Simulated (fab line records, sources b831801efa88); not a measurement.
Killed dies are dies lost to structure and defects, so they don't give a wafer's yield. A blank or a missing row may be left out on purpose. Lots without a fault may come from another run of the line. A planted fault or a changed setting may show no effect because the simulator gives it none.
A struck lot beside a sound one | flow sky130 | 24 steps out of a route of 708
Sound: wafers L392.1, L392.4, L392.5. Struck: wafer L383.2. (L383.5 of the same lot was not struck and is left out.) The cause comes at the end.
At each step with rows: each side's tool, then ch and its chambers, then its first start. Under that, the readings that differ: sound wafers | struck wafers | difference of the means | sigmas: that difference in standard deviations of wafers without a fault.
alike: readings whose means differ by less than 2 such deviations, and words and numbers that are the same on both sides. not compared: withheld readings, readings that some wafer has no value for, bounds like >300 that may hide the same value, and numbers for which the record gives no deviation and whose values overlap.
The two part at a step that has a row with sigmas, a row that says differs or no value, or rows on one side only. Numbers that don't overlap but have no deviation are shown without sigmas and don't part them. A reading that every wafer of one side lacks parts them only if that side has two wafers or more.

SKY_VIA1_BOW_MEAS_03:
  sound on film_metro-04, day 39 15:24; struck on film_metro-04, day 37 00:33
  alike: VIA1_BOW
then, 8 steps without rows for these wafers: SKY_VIA1_DEHYDRATE_04 (time 60 s); SKY_VIA1_HMDS_05 (prime time 60 s); SKY_VIA1_COAT_06 (resist thk 60 nm); SKY_VIA1_COAT_07 (resist thk 450 nm); SKY_VIA1_SOFTBAKE_08 (time 90 s); SKY_VIA1_EXPOSE_09 (exposes mask VIM, target cd 150 nm); SKY_VIA1_PEB_10; SKY_VIA1_DEVELOP_11 (develop time 60 s).
SKY_VIA1_CD_MEAS_12: target cd 150 nm.
  sound on cd_sem-02, day 40 15:37; struck on cd_sem-01, day 38 02:59
  alike: cd_nm
SKY_VIA1_OVL_MEAS_13:
  sound on overlay-01, day 40 15:44; struck on overlay-01, day 38 03:06
  alike: VIA1_OVL
SKY_VIA1_ETCH_14: etches BARC in N2/H2, stops on SiO2, time 45.9 s, target depth 60 nm.
  sound on rie_diel-02 ch 0,1,2, day 40 15:46; struck on rie_diel-04 ch 2, day 38 03:08
  alike: drypump_motor_current_A, h2_flow_sccm, oes_product_au, throttle_valve_pct
  not compared: rf_hours_counter_h
SKY_VIA1_ETCH_15: etches SiO2 in C4F8/O2/Ar, stops on TiN, target depth 351 nm, time 54 s.
  sound on rie_diel-02 ch 0,1,2, day 40 15:49; struck on rie_diel-04 ch 2, day 38 03:10
  reading                                     | sound             | struck | difference | sigmas
  oes_product_au (a.u.)                       | 0.969 0.983 0.978 | 0.891  | -0.086     | -12
  model.VIA1.feature_depth_nm (nm)            | 341.8 344.8 338.8 | 286    | -56        |
  model.etch.depth_nm (nm)                    | 341.8 344.8 338.8 | 286    | -56        |
  model.KrF-thick_of_VIA1_COAT_07.thk_nm (nm) | 325.2 323 327.4   | 334.2  | +9.0       |
  not compared: rf_hours_counter_h
SKY_VIA1_STRIP_16: strips in O2/N2.
  sound on plasma_asher-03 ch 0,1, day 40 15:51; struck on plasma_asher-04 ch 1, day 38 03:13
  reading                      | sound          | struck | difference | sigmas
  strip_time_to_endpoint_s (s) | 4.49 4.46 4.51 | 4.59   | +0.10      | +3
  alike: drypump_motor_current_A, o2_flow_sccm, oes_product_au
  not compared: rf_hours_counter_h
then, 3 steps without rows for these wafers: SKY_VIA1_STRIP_17 (strips in post etch residue remover, time 1200 s); SKY_VIA1_CLEAN_18 (cleans in IPA, time 180 s); SKY_VIA1_CLEAN_19 (cleans in O3/DIW).
SKY_VIA1_SPUTTER_20: material TiN, target thk 20 nm, time 80 s.
  sound on pvd_sputter-02, day 40 16:29; struck on pvd_sputter-02, day 38 03:49
  alike: throttle_valve_pct
SKY_VIA1_CVD_21: deposits W, target thk 270 nm, time 80.902 s.
  sound on cvd_w-02 ch 0, day 40 16:32; struck on cvd_w-01 ch 1, day 38 03:53
  alike: heater_power_outer_w, heater_power_w
  not compared: since_wet_clean_h
SKY_VIA1_CMP_24: polishes, stops on SiO2, t overpolish 15 s, target thk 0 nm.
  sound on cmp-02 ch 0,2, day 40 16:49; struck on cmp-01 ch 2, day 38 04:15
  alike: motor_current_A, overpolish_run_s, slurry_flow_ml_min, time_to_endpoint_s
SKY_METAL2_SPUTTER_00: material Ti, target thk 15 nm, time 10 s.
  the record has rows for the sound wafers here (pvd_sputter-04, day 40 17:07) and none for the struck ones
SKY_METAL2_SPUTTER_01: material TiN, target thk 20 nm, time 16.7 s.
  the record has rows for the sound wafers here (pvd_sputter-04, day 40 17:08) and none for the struck ones
SKY_METAL2_SPUTTER_02: material AlCu, target thk 250 nm, time 13.3 s.
  the record has rows for the sound wafers here (pvd_sputter-04, day 40 17:10) and none for the struck ones
-- the record jumps here: 11 days lie between the struck wafers' starts before and after (it left off in module METAL2 and takes up again in module PAD_OPEN, whose first step shown is number 708 of the route) --
SKY_PAD_OPEN_PROBE_99:
  sound on prober-01, day 50 19:07; struck on prober-01, day 49 01:37
  reading                                 | sound | struck                   | difference                   | sigmas
  hold                                    | - - - | await_dispo/2.8h/release | no value on the sound wafers |
  model.etest.res_high_po.open            | 0 0 0 | 1                        | +1                           |
  model.etest.nfet_05v0_nvt.under_floor   | 0 0 0 | 1                        | +1                           |
  model.etest.res_iso_pwell.open          | 0 0 0 | 1                        | +1                           |
  model.etest.iso_nwell_nwell.under_floor | 0 0 0 | 1                        | +1                           |
  model.etest.pfet_01v8.open              | 0 0 0 | 1                        | +1                           |
  model.etest.met1_comb.under_floor       | 0 0 0 | 1                        | +1                           |
  model.etest.res_xhigh_po.open           | 0 0 0 | 1                        | +1                           |
  model.etest.nfet_g5v0d10v5.under_floor  | 0 0 0 | 1                        | +1                           |

WHERE THEY PART
First at SKY_VIA1_ETCH_15; last, within this record, at SKY_PAD_OPEN_PROBE_99.

WHY: what the simulator had put in
Process parameter drift: rie_diel-04, from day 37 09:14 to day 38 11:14, at SKY_VIA1_ETCH_15. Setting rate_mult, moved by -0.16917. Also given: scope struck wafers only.
